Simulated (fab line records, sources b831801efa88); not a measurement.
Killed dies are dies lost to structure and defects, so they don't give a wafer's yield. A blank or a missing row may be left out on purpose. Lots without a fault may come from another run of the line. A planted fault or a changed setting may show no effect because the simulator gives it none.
One fault seen from 2 desks | flow sfq_line | each desk has only its own numbers; what lay behind them comes last

THE METROLOGY DESK
What the gauges read, lot by lot, whatever tool the lot ran on: means of the sampled wafers that have a number. A lot is out of limits, marked OUT, if its mean lies more than 4 standard deviations from the usual mean; the brackets give that distance.
Columns: A = M7_NB_RS at SFQ_M7_RS_MEAS_943, usual 0.890 ohm/sq
lot  | first seen here | A
L412 | day 69 17:41    | 0.893
L413 | day 70 06:52    | 0.883
L414 | day 70 19:00    | 0.877
L415 | day 71 03:25    | 0.883
L418 | day 71 11:51    | 0.892
L419 | day 71 14:12    | 0.889
L421 | day 72 20:14    | 0.889
L422 | day 73 08:03    | 0.885
L424 | day 73 16:15    | 0.890
L430 | day 76 08:39    | 0.869
L432 | day 77 17:05    | 0.863
L433 | day 77 19:31    | 0.892
L434 | day 77 21:55    | 0.894
L435 | day 78 02:43    | 0.893
This desk's finding: nothing out of limits on any of the 14 lots.

THE TOOL OWNER'S DESK: pvd_sputter-04
The tool's own readings at SFQ_TRILAYER_M7_DEP_SPUTTER_175 (material Nb, target thk 200 nm, time 133.3 s): means of the sampled wafers that have a number, for each lot that ran on this tool. A lot is out of limits, marked OUT, if its mean lies more than 4 standard deviations from the usual mean; the brackets give that distance.
Columns: A = cathode_dc_power_W at SFQ_TRILAYER_M7_DEP_SPUTTER_175, usual 2000.0 W; B = throttle_valve_pct at SFQ_TRILAYER_M7_DEP_SPUTTER_175, usual 30.5 %
lot  | first seen here | A                        | B
L413 | day 70 06:47    | 2000.0                   | 31.5
L415 | day 71 03:19    | 2000.0                   | 31.2
L424 | day 73 16:08    | 2000.0                   | 31.1
L430 | day 76 08:31    | 2058.3 (+99 or more) OUT | 30.4
L432 | day 77 17:00    | 2057.9 (+99 or more) OUT | 31.2
This desk's finding: out of limits on L430, L432; first on L430, day 76 08:31 (cathode_dc_power_W at SFQ_TRILAYER_M7_DEP_SPUTTER_175). In limits: L413, L415, L424.

PUT TOGETHER
The tool owner's desk could have raised an alarm at day 76 08:31, on L430, L432.
The metrology desk saw nothing out of limits.
The metrology desk has L430, L432 on record, within its limits.
Of the lots named, all ran SFQ_TRILAYER_M7_DEP_SPUTTER_175 on pvd_sputter-04.

WHAT THE SIMULATOR HAD PUT IN
Process parameter drift: pvd_sputter-04, from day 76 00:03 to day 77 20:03, at SFQ_TRILAYER_M7_DEP_SPUTTER_175. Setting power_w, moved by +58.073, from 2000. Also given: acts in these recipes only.
Lots struck among those shown: L430, L432.
Hours from the fault's start to each desk's first reading out of limits: the tool owner's desk, 8.
